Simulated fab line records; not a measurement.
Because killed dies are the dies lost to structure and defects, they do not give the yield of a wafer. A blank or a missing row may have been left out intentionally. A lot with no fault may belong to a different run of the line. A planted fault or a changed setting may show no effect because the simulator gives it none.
A struck lot beside a sound one -- flow gf180mcu -- 20 steps out of a route of 602
Sound: these wafers, L259.1, L259.2, L259.3. The struck wafers were L268.1, L268.4, L268.6. The cause is named last.
Each step with rows lists, per side, the tool, then ch with its chambers, then its first start. Under that, the readings that differ: sound wafers -- struck wafers -- difference of the means -- sigmas: that difference in standard deviations of wafers without a fault.
alike: same words and numbers on both sides, and readings whose means sit less than 2 such deviations apart. not compared: any withheld reading, any reading some wafer has no value for, any bound like >300 that may hide the same value, and any number with overlapping values for which the record gives no deviation.
Wherever a step has rows on one side only, a row that says differs or no value, or a row with sigmas, the two part there. Numbers that have no deviation but don't overlap get no sigmas and don't part them. Lack of a reading on every wafer of one side parts them only where that side has two or more wafers.

GF_CONTACT_CMP_27: polishes, stops on SiO2, t overpolish 15 s, target thk 0 nm.
  sound on cmp-01 ch 1,2,3, day 18 20:38; struck on cmp-02 ch 0,2,3, day 22 07:38
  alike: motor current A, overpolish run s, time to endpoint s
then, 1 step without rows for these wafers: GF_M1_SPUTTER_00 (material Ti, target thk 37.5 nm, time 150 s).
GF_M1_SPUTTER_01: material TiN, target thk 30 nm, time 25 s.
  sound: pvd sputter-04 at day 18 21:02; struck: pvd sputter-02 at day 22 07:59
  alike: throttle valve pct
GF_M1_SPUTTER_02: material AlCu, target thk 450 nm, time 23.9 s.
  sound: pvd sputter-04 at day 18 21:04; struck: pvd sputter-02 at day 22 08:01
  alike: throttle valve pct
then, 1 step without rows for these wafers: GF_M1_SPUTTER_03 (material Ti, target thk 10 nm, time 6.7 s).
GF_M1_SPUTTER_04: material TiN, target thk 50 nm, time 41.7 s.
  sound: pvd sputter-04 at day 18 21:07; struck: pvd sputter-02 at day 22 08:04
  alike: throttle valve pct
GF_M1_RS_MEAS_05: measures by four-point-probe.
  sound: film metro-02 at day 18 21:09; struck: film metro-02 at day 22 08:07
reading,sound,struck,difference,sigmas
M1_ALCU_RS (ohm/sq),0.0692 0.0685 0.0695,0.0709 0.0705 0.0703,+0.0015,+2
GF_M1_THK_MEAS_06: measures by xrf.
  sound: film metro-02 at day 18 21:16; struck: film metro-02 at day 22 08:14
reading,sound,struck,difference,sigmas
M1_ALCU_THK (nm),457 462 455,446 443 445,-13,-3
then, 4 steps without rows for these wafers: GF_M1_DEHYDRATE_07 (time 60 s); GF_M1_HMDS_08 (prime time 60 s); GF_M1_COAT_09 (resist thk 1000 nm); GF_M1_SOFTBAKE_10 (time 60 s).
GF_M1_EXPOSE_11: exposes mask Metal1, target cd 230 nm.
  sound on krf scanner-02 ch 0, day 19 09:01; struck on krf scanner-02 ch 0, day 22 20:17
reading,sound,struck,difference,sigmas
exposure dose mJ cm2,27.982 27.956 28.006,24.484 24.466 24.469,-3.508,-99 or more
  alike: mask, stage vel mm s
then, 2 steps without rows for these wafers: GF_M1_PEB_12 (peb time 90 s); GF_M1_DEVELOP_13 (develop time 60 s).
GF_M1_CD_MEAS_14 targets a cd of 230 nm.
  sound: cd sem-01 at day 19 21:14; struck: cd sem-02 at day 23 07:26
reading,sound,struck,difference,sigmas
cd nm (nm),229.9 230.2 229.4,251.0 250.9 251.1,+21.2,+19
GF_M1_OVL_MEAS_15:
  sound: overlay-01 at day 19 21:21; struck: overlay-01 at day 23 07:34
  alike: M1_OVL
GF_M1_METAL_ETCH_16: etches the open film in Cl2/BCl3, stops on SiO2, target depth 750.8 nm, time 125.1 s.
  sound on rie metal-02 ch 1, day 19 21:23; struck on rie metal-04 ch 0,1, day 23 07:35
reading,sound,struck,difference,sigmas
mfc cl2 sccm (sccm),80.24 80.65 80.79,79.93 79.91 80.13,-0.57,-2
model.M1.cd nm (nm),226 225.5 224.8,250.7 255.3 251.7,+27.1,
  alike: drypump motor current A, oes product au, throttle valve pct
  not compared: rf hours counter h
GF_M1_STRIP_17: strips in O2/N2.
  sound on plasma asher-03 ch 0,1, day 19 21:38; struck on plasma asher-04 ch 1, day 23 07:43
  alike: drypump motor current A, heater power w, oes product au, strip time to endpoint s
  not compared: rf hours counter h
-- the record jumps here: 11 days lie between the struck wafers' starts before and after (it left off in module M1 and takes up again in module PASSIVATION, whose first step shown is number 602 of the route) --
GF_PASSIVATION_PROBE_99:
  the record has rows for the struck wafers here (prober-01, day 33 19:51) and none for the sound ones

## WHERE THEY PART
Earliest at GF_M1_RS_MEAS_05; latest, in this record, at GF_PASSIVATION_PROBE_99.

WHY: the cause the simulator had injected
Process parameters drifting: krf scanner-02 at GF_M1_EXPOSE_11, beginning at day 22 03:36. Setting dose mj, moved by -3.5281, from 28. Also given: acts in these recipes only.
